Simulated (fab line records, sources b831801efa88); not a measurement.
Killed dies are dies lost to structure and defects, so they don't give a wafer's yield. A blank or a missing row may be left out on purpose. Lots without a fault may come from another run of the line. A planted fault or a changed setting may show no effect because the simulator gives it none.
fab line records | flow sky130
record lots=14 wafers=42 last_day=50
route steps=708 shown FIELD_ISO@3 LDD_N@253 LDD_P@265 POLY_CUT@317
lots that met no fault: from a run of the same line without faults
start_h: hours from the record's first day to the start of the lot's first wafer shown | wait_h: hours since the lot's step before | " the same as in the row above | L1.1+2: a row that stands for several wafers | - no value, or no start given | * or withheld: withheld | < > ~ a bound
route shown NAME@n: a module of which the file shows steps, and the number in the route of the first | usual: mean/standard deviation of fault-free wafers | same: alike in all rows | chamber/n: place in a boat | sites: the reading at each site | _std_site: their standard deviation | _edge_site: outer sites' mean less inner sites' | radius_mm: how far each site lies from the wafer's centre | mask NAME#n: copy n | behind: the tool/chamber that last shaped the wafer | hold: why the lot was held/for how many hours/how that ended | device: the transistor (n, p or np) that didn't switch | end of line: the same wafers' tests at the end of the route | a step without rows: its recipe alone | killed: dies lost to structure and defects at the first sort, not the wafer's yield | map: a wafer's dies, x killed, . not, _ none there
set.NAME: the setting as run; set.NAME@STEP: as run at that earlier step | model.NAME: the simulator's own value behind a step, which no gauge read
steps of the route over a sample of lots; a table a step, a row a wafer
services: from which hour (start_h, from the record's first day; less than 0 if before it) a tool's chamber was out of use, for how many hours, and why
## steps
# step SKY_FIELD_ISO_THK_MEAS_02
# recipe reads=SiO2_of_FIELD_ISO_OXIDATION_01
# usual FIELD_ISO_OXIDATION_00_THK=11.96/0.21
# columns lot.wafer tool chamber start_h wait_h FIELD_ISO_OXIDATION_00_THK[nm]
L420.2 film_metro-03 - 16.97 0.0 12.45
L420.3 " - " " 12.04
L420.4 " - " " 12.15
L421.1 film_metro-03 - 22.86 0.0 11.89
L421.2 " - " " 11.80
L421.6 " - " " 12.02
L423.1 film_metro-03 - 33.93 0.0 11.65
L423.5 " - " " 11.58
L423.6 " - " " 11.54
L425.4 film_metro-02 - 42.24 0.0 12.13
L425.5 " - " " 12.12
L425.6 " - " " 12.01
L426.2 film_metro-01 - 48.91 0.0 12.32
L426.4 " - " " 12.61
L426.6 " - " " 12.27
L427.4 film_metro-01 - 55.79 0.0 12.14
L427.5 " - " " 11.95
L427.6 " - " " 12.15
L434.1 film_metro-03 - 90.14 0.0 11.89
L434.2 " - " " 12.10
L434.5 " - " " 12.14
L435.2 film_metro-01 - 93.16 0.0 11.96
L435.4 " - " " 12.08
L435.5 " - " " 11.94
L437.1 film_metro-03 - 103.10 0.0 12.17
L437.3 " - " " 12.08
L437.4 " - " " 12.24
L438.1 film_metro-01 - 109.16 0.0 12.36
L438.2 " - " " 12.24
L438.6 " - " " 12.33
L439.1 film_metro-02 - 113.65 0.0 11.95
L439.5 " - " " 11.93
L439.6 " - " " 12.00
L440.1 film_metro-03 - 118.90 0.0 11.88
L440.3 " - " " 11.78
L440.6 " - " " 11.68
L441.1 film_metro-01 - 123.90 0.0 11.82
L441.5 " - " " 12.11
L441.6 " - " " 11.84
L442.2 film_metro-03 - 127.57 0.0 12.08
L442.5 " - " " 11.82
L442.6 " - " " 11.83
# step SKY_LDD_N_STRIP_16
# recipe chemistry=O2/N2 power_w=1400 pressure_mtorr=1500 platen_temp_c=withheld o2_flow_sccm=3000 n2_flow_sccm=300 overash_fraction=0.5
# usual chamber_pressure_mTorr=1500.0/1.4 drypump_motor_current_A=5.77/0.08 oes_product_au=0.407/0.0045 overash_fraction=0.5/0 strip_time_to_endpoint_s=4.326/0.014
# columns lot.wafer tool chamber start_h wait_h chamber_pressure_mTorr drypump_motor_current_A oes_product_au overash_fraction rf_hours_counter_h strip_time_to_endpoint_s
L420.2 plasma_asher-02 0 404.19 0.1 1498.3 5.54 0.408 0.5 60 4.343
L420.3 " 1 " " 1502.1 5.91 0.406 0.5 - 4.347
L420.4 " 0 " " 1495.8 5.54 0.403 0.5 - 4.350
L421.1 plasma_asher-01 0 421.67 0.1 1499.1 5.84 0.406 0.5 71 4.304
L421.2 " 1 " " 1500.0 5.76 0.409 0.5 71 4.307
L421.6 " 1 " " 1499.6 5.76 0.401 0.5 - 4.302
L423.1 plasma_asher-01 1 459.53 0.1 1500.4 5.77 0.411 0.5 75 4.312
L423.5 " 0 " " 1501.8 5.84 0.408 0.5 - 4.300
L423.6 " 1 " " 1501.8 5.79 0.407 0.5 - 4.323
L426.2 plasma_asher-01 0 476.64 0.1 1500.9 5.80 0.406 0.5 77 4.314
L426.4 " 0 " " 1498.6 5.82 0.416 0.5 - 4.326
L426.6 " 1 " " 1500.7 5.78 0.398 0.5 - 4.334
L425.4 plasma_asher-04 1 480.43 0.1 1498.2 5.82 0.411 0.5 - 4.332
L425.5 " 0 " " 1501.1 5.70 0.413 0.5 - 4.318
L425.6 " 1 " " 1498.6 5.81 0.405 0.5 - 4.303
L427.4 plasma_asher-01 0 500.06 0.1 1500.6 5.84 0.418 0.5 - 4.334
L427.5 " 1 " " 1497.2 5.77 0.404 0.5 - 4.327
L427.6 " 0 " " 1499.4 5.84 0.407 0.5 - 4.339
L434.1 plasma_asher-04 0 551.27 0.1 - - - - - -
L434.2 " 1 " " - - - - - -
L434.5 " 0 " " - - - - - -
L435.2 plasma_asher-04 0 557.43 0.1 - - - - - -
L435.4 " 0 " " - - - - - -
L435.5 " 1 " " - - - - - -
L437.1 plasma_asher-01 1 561.74 0.1 1498.6 5.78 0.412 0.5 85 4.322
L437.3 " 1 " " 1502.3 5.78 0.409 0.5 - 4.324
L437.4 " 0 " " 1498.7 5.83 0.413 0.5 - 4.323
L438.1 plasma_asher-04 0 576.17 0.1 1497.9 5.72 0.409 0.5 15 4.312
L438.2 " 1 " " 1499.4 5.77 0.409 0.5 15 4.307
L438.6 " 1 " " 1500.0 5.81 0.404 0.5 - 4.302
L439.1 plasma_asher-04 0 585.37 0.1 1501.0 5.68 0.398 0.5 16 4.328
L439.5 " 1 " " 1500.1 5.83 0.407 0.5 - 4.320
L439.6 " 0 " " 1499.4 5.69 0.400 0.5 - 4.316
L441.1 plasma_asher-04 1 594.79 0.1 1500.7 5.80 0.408 0.5 17 4.331
L441.5 " 0 " " 1499.3 5.71 0.406 0.5 - 4.310
L441.6 " 1 " " 1499.2 5.80 0.400 0.5 - 4.336
L440.1 plasma_asher-02 0 594.82 0.1 1498.6 5.56 0.407 0.5 80 4.333
L440.3 " 0 " " 1500.5 5.55 0.416 0.5 - 4.325
L440.6 " 1 " " 1499.0 5.88 0.404 0.5 - 4.313
L442.2 plasma_asher-04 0 601.02 0.1 1498.5 5.67 0.403 0.5 17 4.335
L442.5 " 1 " " 1498.3 5.82 0.412 0.5 - 4.343
L442.6 " 0 " " 1501.5 5.73 0.410 0.5 - 4.342
# step SKY_LDD_P_STRIP_10
# recipe chemistry=O2/N2 power_w=1400 pressure_mtorr=1500 platen_temp_c=withheld o2_flow_sccm=3000 n2_flow_sccm=300 overash_fraction=0.5
# usual chamber_pressure_mTorr=1499.8/1.3 drypump_motor_current_A=5.78/0.12 oes_product_au=0.716/0.0044 strip_time_to_endpoint_s=14.01/0.05
# same overash_fraction=0.5
# columns lot.wafer tool chamber start_h wait_h chamber_pressure_mTorr drypump_motor_current_A oes_product_au rf_hours_counter_h strip_time_to_endpoint_s
L420.2 plasma_asher-01 1 434.61 0.1 1499.1 5.78 0.722 73 13.95
L420.3 " 0 " " 1501.0 5.83 0.713 - 13.94
L420.4 " 1 " " 1498.6 5.77 0.709 - 13.97
L421.1 plasma_asher-04 0 452.45 0.1 1500.0 5.71 0.719 2 14.00
L421.2 " 1 " " 1498.1 5.81 0.714 2 13.96
L421.6 " 1 " " 1500.8 5.80 0.719 - 14.03
L423.1 plasma_asher-01 0 491.04 0.1 1499.9 5.85 0.710 78 13.99
L423.5 " 0 " " 1498.6 5.85 0.713 - 13.94
L423.6 " 1 " " 1500.5 5.76 0.717 - 13.94
L426.2 plasma_asher-01 1 508.50 0.1 1501.3 5.77 0.716 80 13.97
L426.4 " 0 " " 1501.1 5.82 0.711 - 13.97
L426.6 " 1 " " 1499.6 5.78 0.722 - 13.99
L425.4 plasma_asher-03 0 511.88 0.1 1500.7 6.03 0.718 - 14.01
L425.5 " 0 " " 1500.2 6.04 0.716 - 13.98
L425.6 " 1 " " 1499.7 5.56 0.719 - 14.01
L427.4 plasma_asher-03 0 530.58 0.1 1499.4 6.03 0.713 - 14.08
L427.5 " 0 " " 1500.0 6.02 0.716 - 14.09
L427.6 " 1 " " 1498.1 5.56 0.707 - 14.08
L434.1 plasma_asher-04 0 581.16 0.1 1499.0 5.70 0.714 15 18.54
L434.2 " 1 " " 1498.9 5.82 0.716 15 18.64
L434.5 " 0 " " 1501.8 5.72 0.724 - 18.60
L435.2 plasma_asher-01 1 587.44 0.1 1499.2 5.77 0.716 88 18.62
L435.4 " 0 " " 1498.4 5.84 0.706 - 18.58
L435.5 " 0 " " 1500.0 5.83 0.723 - 18.59
L437.1 plasma_asher-01 1 591.49 0.1 1501.6 5.78 0.715 88 13.95
L437.3 " 1 " " 1500.6 5.79 0.714 - 13.93
L437.4 " 0 " " 1500.3 5.85 0.717 - 13.96
L438.1 plasma_asher-03 0 605.90 0.1 1501.6 6.05 0.718 45 14.06
L438.2 " 1 " " 1501.0 5.58 0.717 45 14.06
L438.6 " 1 " " 1499.4 5.56 0.721 - 14.03
L439.1 plasma_asher-03 1 613.50 0.1 1500.2 5.54 0.715 46 13.96
L439.5 " 1 " " 1501.5 5.59 0.712 - 13.97
L439.6 " 0 " " 1498.1 6.05 0.721 - 13.97
L441.1 plasma_asher-04 1 623.99 0.1 1499.7 5.78 0.710 20 14.09
L441.5 " 0 " " 1500.2 5.70 0.712 - 14.06
L441.6 " 1 " " 1502.1 5.77 0.720 - 14.01
L440.1 plasma_asher-01 1 624.20 0.1 1498.8 5.78 0.719 91 14.02
L440.3 " 1 " " 1499.3 5.77 0.715 - 14.00
L440.6 " 1 " " 1499.4 5.78 0.716 - 13.98
L442.2 plasma_asher-04 1 630.65 0.1 1500.2 5.83 0.729 20 14.10
L442.5 " 0 " " 1502.2 5.70 0.721 - 14.13
L442.6 " 1 " " 1498.2 5.82 0.714 - 14.07
# step SKY_LDD_P_TW_MEAS_11
# usual LDD_P_TW=634/6.3
# columns lot.wafer tool chamber start_h wait_h LDD_P_TW
L420.2 film_metro-01 - 434.72 0.1 630
L420.3 " - " " 631
L420.4 " - " " 631
L421.1 film_metro-01 - 452.55 0.1 632
L421.2 " - " " 634
L421.6 " - " " 631
L423.1 film_metro-01 - 491.14 0.1 628
L423.5 " - " " 632
L423.6 " - " " 631
L426.2 film_metro-02 - 508.61 0.1 635
L426.4 " - " " 632
L426.6 " - " " 629
L425.4 film_metro-02 - 511.98 0.1 630
L425.5 " - " " 629
L425.6 " - " " 634
L427.4 film_metro-02 - 530.68 0.1 635
L427.5 " - " " 635
L427.6 " - " " 632
L434.1 film_metro-04 - 581.26 0.1 30
L434.2 " - " " 30
L434.5 " - " " 30
L435.2 film_metro-01 - 587.55 0.1 30
L435.4 " - " " 30
L435.5 " - " " 30
L437.1 film_metro-01 - 591.59 0.1 632
L437.3 " - " " 629
L437.4 " - " " 628
L438.1 film_metro-02 - 606.00 0.1 625
L438.2 " - " " 628
L438.6 " - " " 627
L439.1 film_metro-04 - 613.60 0.1 643
L439.5 " - " " 644
L439.6 " - " " 640
L441.1 film_metro-04 - 624.09 0.1 640
L441.5 " - " " 642
L441.6 " - " " 641
L440.1 film_metro-01 - 624.30 0.1 633
L440.3 " - " " 634
L440.6 " - " " 630
L442.2 film_metro-02 - 630.76 0.1 629
L442.5 " - " " 629
L442.6 " - " " 628
# step SKY_POLY_CUT_ETCH_10
# recipe chemistry=N2/H2 target=BARC ion_energy_ev=200 source_w=483.7 bias_w=100 pressure_mtorr=30 n2_flow_sccm=100 h2_flow_sccm=200 stop_on=SiO2 time_s=45.9 target_depth_a=600
# usual drypump_motor_current_A=5.9/0.44 oes_product_au=0.856/0.0044 rf_fwd_power_W=478.2/2.4 throttle_valve_pct=13.224/0.0092
# columns lot.wafer tool chamber start_h wait_h drypump_motor_current_A oes_product_au rf_fwd_power_W rf_hours_counter_h throttle_valve_pct
L420.2 rie_diel-01 0 565.76 0.0 6.5 0.849 478.0 69 13.231
L420.3 " 1 " " 5.2 0.856 476.7 6 13.239
L420.4 " 3 " " 5.4 0.853 474.9 14 13.219
L421.1 rie_diel-01 3 578.39 0.0 5.5 0.856 473.8 15 13.229
L421.2 " 2 " " 5.1 0.859 483.5 20 13.214
L421.6 " 1 " " 5.2 0.849 478.6 - 13.231
L423.1 rie_diel-01 1 613.19 0.0 5.2 0.857 479.6 7 13.230
L423.5 " 2 " " 5.1 0.853 483.5 - 13.228
L423.6 " 1 " " 5.2 0.861 477.8 - 13.223
L426.2 rie_diel-04 2 633.74 0.0 6.4 0.859 475.9 9 13.232
L426.4 " 1 " " 6.0 0.864 478.7 36 13.223
L426.6 " 0 " " 6.0 0.864 479.4 - 13.232
L425.4 rie_diel-02 3 634.69 0.0 6.3 0.862 474.8 7 13.232
L425.5 " 0 " " 5.8 0.847 478.7 - 13.234
L425.6 " 1 " " 6.3 0.854 481.7 - 13.223
L427.4 rie_diel-04 2 651.29 0.0 6.4 0.851 475.4 10 13.217
L427.5 " 0 " " 6.0 0.853 477.3 - 13.217
L427.6 " 1 " " 6.1 0.848 475.4 - 13.234
L434.1 rie_diel-02 0 699.15 0.0 5.8 0.856 477.5 3 13.227
L434.2 " 3 " " 6.3 0.856 477.5 8 13.225
L434.5 " 1 " " 6.3 0.857 481.7 - 13.218
L435.2 rie_diel-02 1 703.79 0.0 6.3 0.855 483.9 9 13.217
L435.4 " 3 " " 6.3 0.861 477.6 8 13.216
L435.5 " 2 " " 6.1 0.850 479.0 - 13.232
L437.1 rie_diel-04 0 707.35 0.0 6.0 0.860 479.2 23 13.237
L437.3 " 1 " " 6.1 0.851 478.6 38 13.231
L437.4 " 1 " " 6.0 0.851 479.6 - 13.232
L438.1 rie_diel-01 0 720.84 0.0 6.5 0.854 480.4 1 13.214
L438.2 " 1 " " 5.2 0.849 477.5 9 13.219
L438.6 " 0 " " 6.5 0.854 480.9 - 13.221
L439.1 rie_diel-02 0 729.19 0.0 5.8 0.853 477.6 3 13.216
L439.5 " 2 " " 6.1 0.854 480.2 - 13.218
L439.6 " 3 " " 6.3 0.858 477.0 - 13.233
L440.1 rie_diel-04 1 743.24 0.0 6.0 0.865 479.5 39 13.223
L440.3 " 0 " " 6.0 0.861 479.1 24 13.222
L440.6 " 1 " " 6.1 0.857 478.9 - 13.225
L441.1 rie_diel-01 3 743.25 0.0 5.4 0.854 475.2 19 13.229
L441.5 " 0 " " 6.5 0.858 478.7 - 13.212
L441.6 " 1 " " 5.1 0.856 476.8 - 13.210
L442.2 rie_diel-02 3 744.80 0.0 6.3 0.855 475.0 9 13.230
L442.5 " 3 " " 6.3 0.852 475.4 - 13.244
L442.6 " 0 " " 5.8 0.858 477.8 - 13.227
# step SKY_POLY_CUT_STRIP_12
# recipe chemistry=O2/N2 power_w=1400 pressure_mtorr=1500 platen_temp_c=withheld o2_flow_sccm=3000 n2_flow_sccm=300 overash_fraction=0.5
# usual chamber_pressure_mTorr=1500.1/1.5 drypump_motor_current_A=5.79/0.18 oes_product_au=0.453/0.0041 strip_time_to_endpoint_s=5.372/0.019
# same overash_fraction=0.5
# columns lot.wafer tool chamber start_h wait_h chamber_pressure_mTorr drypump_motor_current_A oes_product_au rf_hours_counter_h strip_time_to_endpoint_s
L420.2 plasma_asher-04 1 565.85 0.0 1499.9 5.81 0.456 13 5.355
L420.3 " 0 " " 1501.0 5.71 0.461 - 5.345
L420.4 " 1 " " 1500.9 5.79 0.457 - 5.362
L421.1 plasma_asher-03 1 578.47 0.0 1498.5 5.56 0.452 43 5.350
L421.2 " 0 " " 1500.1 6.04 0.452 43 5.351
L421.6 " 0 " " 1500.2 6.06 0.456 - 5.363
L423.1 plasma_asher-04 0 613.27 0.0 1498.4 5.65 0.458 19 5.368
L423.5 " 1 " " 1499.5 5.79 0.450 - 5.373
L423.6 " 0 " " 1501.1 5.71 0.457 - 5.372
L426.2 plasma_asher-04 0 633.82 0.0 1502.0 5.69 0.455 20 5.415
L426.4 " 1 " " 1497.3 5.81 0.450 - 5.392
L426.6 " 0 " " 1499.1 5.74 0.444 - 5.400
L425.4 plasma_asher-01 1 634.80 0.1 1501.6 5.80 0.464 - 5.428
L425.5 " 0 " " 1502.3 5.83 0.456 - 5.426
L425.6 " 1 " " 1497.5 5.77 0.462 - 5.423
L427.4 plasma_asher-01 0 651.40 0.1 1501.4 5.85 0.450 - 5.398
L427.5 " 1 " " 1499.3 5.76 0.449 - 5.361
L427.6 " 0 " " 1499.8 5.84 0.453 - 5.374
L434.1 plasma_asher-03 1 699.23 0.0 1499.4 5.55 0.448 55 5.341
L434.2 " 0 " " 1501.7 6.04 0.451 55 5.355
L434.5 " 1 " " 1502.6 5.53 0.455 - 5.370
L435.2 plasma_asher-03 1 703.87 0.0 1504.7 5.56 0.453 55 5.400
L435.4 " 1 " " 1500.8 5.55 0.454 - 5.365
L435.5 " 1 " " 1499.3 5.57 0.448 - 5.383
L437.1 plasma_asher-03 0 707.43 0.0 1500.1 6.03 0.452 56 5.392
L437.3 " 0 " " 1498.9 6.02 0.452 - 5.381
L437.4 " 1 " " 1500.3 5.56 0.461 - 5.381
L438.1 plasma_asher-01 0 720.92 0.0 1499.5 5.83 0.447 101 5.368
L438.2 " 1 " " 1498.1 5.79 0.451 101 5.373
L438.6 " 0 " " 1500.0 5.84 0.450 - 5.372
L439.1 plasma_asher-04 1 729.27 0.0 1500.0 5.82 0.453 29 5.382
L439.5 " 0 " " 1503.2 5.74 0.452 - 5.354
L439.6 " 1 " " 1499.7 5.82 0.454 - 5.358
L440.1 plasma_asher-01 1 743.32 0.0 1501.1 5.78 0.452 0 5.378
L440.3 " 1 " " 1500.3 5.79 0.453 - 5.393
L440.6 " 1 " " 1502.3 5.79 0.450 - 5.362
L441.1 plasma_asher-04 1 743.33 0.0 1500.6 5.80 0.450 31 5.390
L441.5 " 1 " " 1500.7 5.78 0.453 - 5.371
L441.6 " 0 " " 1499.7 5.69 0.455 - 5.375
L442.2 plasma_asher-03 1 744.88 0.0 1499.8 5.56 0.448 60 5.377
L442.5 " 1 " " 1499.1 5.57 0.459 - 5.385
L442.6 " 0 " " 1501.4 6.04 0.455 - 5.380
## services
# columns tool chamber start_h hours kind
rie_diel-02 2 380.49 4.1 repair
plasma_asher-01 - 406.69 1.5 repair
plasma_asher-04 - 421.25 9.0 pm
rie_diel-02 3 445.83 1.7 repair
rie_diel-02 - 467.28 28.1 pm
plasma_asher-01 - 467.58 2.9 repair
plasma_asher-01 - 472.70 2.8 repair
plasma_asher-04 - 486.86 2.8 pm
plasma_asher-01 - 511.13 0.3 repair
plasma_asher-04 - 519.20 4.3 repair
rie_diel-01 3 537.01 10.5 repair
plasma_asher-01 - 542.79 3.3 repair
plasma_asher-03 - 561.19 14.6 pm
plasma_asher-01 - 615.14 4.3 pm
rie_diel-02 0 620.48 5.9 repair
rie_diel-02 - 624.16 0.4 repair
rie_diel-01 1 628.40 26.8 repair
plasma_asher-04 - 641.20 1.4 repair
rie_diel-01 0 642.29 3.4 repair
rie_diel-01 1 662.22 7.5 repair
rie_diel-02 - 679.45 2.8 pm
plasma_asher-01 - 716.09 1.6 repair
plasma_asher-01 - 733.75 9.0 pm
plasma_asher-01 - 740.57 1.8 repair
## key
first_sign step=SKY_LDD_N_STRIP_16 reading=tool_record direction=missing
effect step=SKY_LDD_P_STRIP_10 reading=strip_time_to_endpoint_s direction=up sigmas=92 usual=* struck=*
effect step=SKY_LDD_P_TW_MEAS_11 reading=LDD_P_TW direction=down sigmas=96 usual=634 struck=30
met_at SKY_LDD_N_STRIP_16
struck_lots L434,L435
sort_left_out L434.1,L434.2,L434.5,L435.2,L435.4,L435.5
tester_left_out L434,L435
not_acting_at SKY_FIELD_ISO_THK_MEAS_02,SKY_POLY_CUT_ETCH_10,SKY_POLY_CUT_STRIP_12
onset_between 480.43 551.27
fault kind=skipped_step_whole tool=plasma_asher-04 chamber=- onset_h=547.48 steps=SKY_LDD_N_STRIP_16 scope=struck_lots_only
# tester_left_out: of these lots the tester's yield and bins aren't shown, on N5 and GAA mostly nor the transistor test; their killed dies are dies lost to structure and defects alone, not to doping, threshold or leakage, so they don't give the yield
# sort_left_out: the simulated sort isn't trusted on such a fault, so these wafers' sort isn't shown, and their yield isn't known
